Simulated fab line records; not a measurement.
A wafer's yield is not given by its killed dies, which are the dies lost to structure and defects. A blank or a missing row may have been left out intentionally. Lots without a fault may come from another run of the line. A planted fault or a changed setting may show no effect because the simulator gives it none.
What tool caused it?	flow gf180mcu	13 lots, 39 wafers sampled, at 4 steps of a route of 602

WHAT EACH GAUGE READ, for each wafer
GF_M3_OVL_MEAS_15.
lot	measured	on	M3_OVL (nm)
L898	day 22 02:55	overlay-01	-7 -11 -8
L900	day 22 20:57	overlay-01	2 -1 8
L901	day 23 01:31	overlay-02	-14 -15 -16
L902	day 23 12:10	overlay-02	-9 -11 -1
L905	day 24 13:20	overlay-01	-4 -13 0
L906	day 25 04:13	overlay-01	-7 -4 -8
L908	day 25 16:51	overlay-01	-8 -6 -5
L909	day 25 22:37	overlay-01	-4 2 -1
L910	day 26 07:22	overlay-02	-8 1 -4
L916	day 28 08:10	overlay-01	9 8 -3
L917	day 28 13:24	overlay-02	-2 -7 1
L919	day 28 22:33	overlay-01	-12 -11 -7
L918	day 28 23:54	overlay-02	3 -3 3

WHICH TOOL RAN EACH LOT (tool, then ch and the chambers of the sampled wafers, then the start)
lot	GF_V2_SPUTTER_22	GF_M3_SPUTTER_00	GF_M3_SPUTTER_04
L898	pvdSputter-02, day 21 02:34	pvdSputter-01, day 21 03:11	pvdSputter-01, day 21 03:22
L900	pvdSputter-04, day 21 20:44	pvdSputter-03, day 21 21:22	pvdSputter-03, day 21 21:33
L901	pvdSputter-04, day 22 01:44	pvdSputter-01, day 22 02:22	pvdSputter-01, day 22 02:33
L902	pvdSputter-03, day 22 12:05	pvdSputter-03, day 22 12:43	pvdSputter-03, day 22 12:53
L905	pvdSputter-02, day 23 14:14	pvdSputter-03, day 23 14:52	pvdSputter-03, day 23 15:02
L906	pvdSputter-03, day 24 05:04	pvdSputter-02, day 24 05:42	pvdSputter-02, day 24 05:53
L908	pvdSputter-02, day 24 18:50	pvdSputter-03, day 24 19:30	pvdSputter-03, day 24 19:41
L909	pvdSputter-03, day 25 00:35	pvdSputter-03, day 25 01:13	pvdSputter-03, day 25 01:24
L910	pvdSputter-02, day 25 08:50	pvdSputter-03, day 25 09:28	pvdSputter-03, day 25 09:38
L916	pvdSputter-04, day 27 11:29	pvdSputter-01, day 27 12:07	pvdSputter-01, day 27 12:17
L917	pvdSputter-04, day 27 17:43	pvdSputter-02, day 27 18:21	pvdSputter-02, day 27 18:32
L919	pvdSputter-03, day 28 02:41	pvdSputter-03, day 28 03:19	pvdSputter-03, day 28 03:29
L918	pvdSputter-04, day 28 04:20	pvdSputter-02, day 28 04:58	pvdSputter-02, day 28 05:08
- GF_V2_SPUTTER_22: material TiN, target thk 10 nm, time 40 s.
- GF_M3_SPUTTER_00: material Ti, target thk 37.5 nm, time 150 s.
- GF_M3_SPUTTER_04: material TiN, target thk 50 nm, time 41.7 s.

AS READ BY THE TOOLS THEMSELVES (means over the sampled wafers that have a number; for cases with no such wafer, the mark the record gives instead)
GF_V2_SPUTTER_22.
lot	tool	cathodeDcPowerW (W)	chamberPressurePa (Pa)	throttleValvePct (%)
L898	pvdSputter-02	4000.1	5.003	29.9
L900	pvdSputter-04	4000.5	5.002	31.6
L901	pvdSputter-04	3999.2	4.994	31.4
L902	pvdSputter-03	3999.9	5.004	29.2
L905	pvdSputter-02	4000.5	5.000	30.3
L906	pvdSputter-03	4000.5	4.998	29.7
L908	pvdSputter-02	4000.2	4.985	30.2
L909	pvdSputter-03	4000.9	4.995	29.1
L910	pvdSputter-02	3999.9	5.001	30.3
L916	pvdSputter-04	4000.1	5.011	30.6
L917	pvdSputter-04	4000.7	5.003	30.9
L919	pvdSputter-03	3999.1	5.004	28.5
L918	pvdSputter-04	4000.9	5.001	31.6

GF_M3_SPUTTER_00.
lot	tool	cathodeDcPowerW (W)	chamberPressurePa (Pa)	throttleValvePct (%)
L898	pvdSputter-01	4000.2	1.996	29.3
L900	pvdSputter-03	3999.9	2.004	28.5
L901	pvdSputter-01	4000.0	2.000	30.8
L902	pvdSputter-03	4000.5	2.002	29.7
L905	pvdSputter-03	3999.7	2.002	29.1
L906	pvdSputter-02	4000.7	1.999	30.0
L908	pvdSputter-03	-	-	-
L909	pvdSputter-03	-	-	-
L910	pvdSputter-03	-	-	-
L916	pvdSputter-01	4000.2	1.998	30.8
L917	pvdSputter-02	4000.8	2.003	30.0
L919	pvdSputter-03	3999.4	2.002	28.5
L918	pvdSputter-02	4000.5	2.001	30.2

GF_M3_SPUTTER_04.
lot	tool	cathodeDcPowerW (W)	chamberPressurePa (Pa)	throttleValvePct (%)
L898	pvdSputter-01	6498.2	0.3995	29.1
L900	pvdSputter-03	6499.9	0.3989	28.6
L901	pvdSputter-01	6499.9	0.4001	30.5
L902	pvdSputter-03	6500.2	0.4007	29.7
L905	pvdSputter-03	6500.8	0.3996	29.1
L906	pvdSputter-02	6500.7	0.3996	30.0
L908	pvdSputter-03	6499.9	0.4000	29.0
L909	pvdSputter-03	6499.6	0.4004	29.0
L910	pvdSputter-03	6500.2	0.3999	29.8
L916	pvdSputter-01	6500.4	0.4000	30.7
L917	pvdSputter-02	6500.9	0.4012	30.2
L919	pvdSputter-03	6499.7	0.3999	28.4
L918	pvdSputter-02	6499.8	0.3995	30.1

THE ANSWER, worked out from the rows above alone
Rule: the usual values come from the lots themselves. The widest of any qualifying gaps counts: lots, ordered by their means at a reading, are off when they make up no more than a third of the lots, leave a main group of 4 or more, and stand apart from it by 3 or more times the standard deviation of that group's means. The tables above print the reading to a certain number of digits; a main group whose means all agree to those digits is not used. A lot without any number at a reading at which 4 lots or more have one is off too. The other lots that the step has rows for count as sound. After the gauges, taken in route order, come the tools' own readings; for these a lot's mean is taken, as printed above. The first step at which some lot is off is used, and at that step the reading that is off furthest; a lot without a number counts as furthest.
Off: L908, L909, L910 (GF_M3_SPUTTER_00, cathodeDcPowerW). Without a number there: L908, L909, L910. The main group: mean 4000.2 W, standard deviation 0.43.
A tool fits if, at that step or a process step before it, it ran every lot that is off, and no sound lot after the first of them. None of those tried fits.

WHAT WAS PUT IN BY THE SIMULATOR
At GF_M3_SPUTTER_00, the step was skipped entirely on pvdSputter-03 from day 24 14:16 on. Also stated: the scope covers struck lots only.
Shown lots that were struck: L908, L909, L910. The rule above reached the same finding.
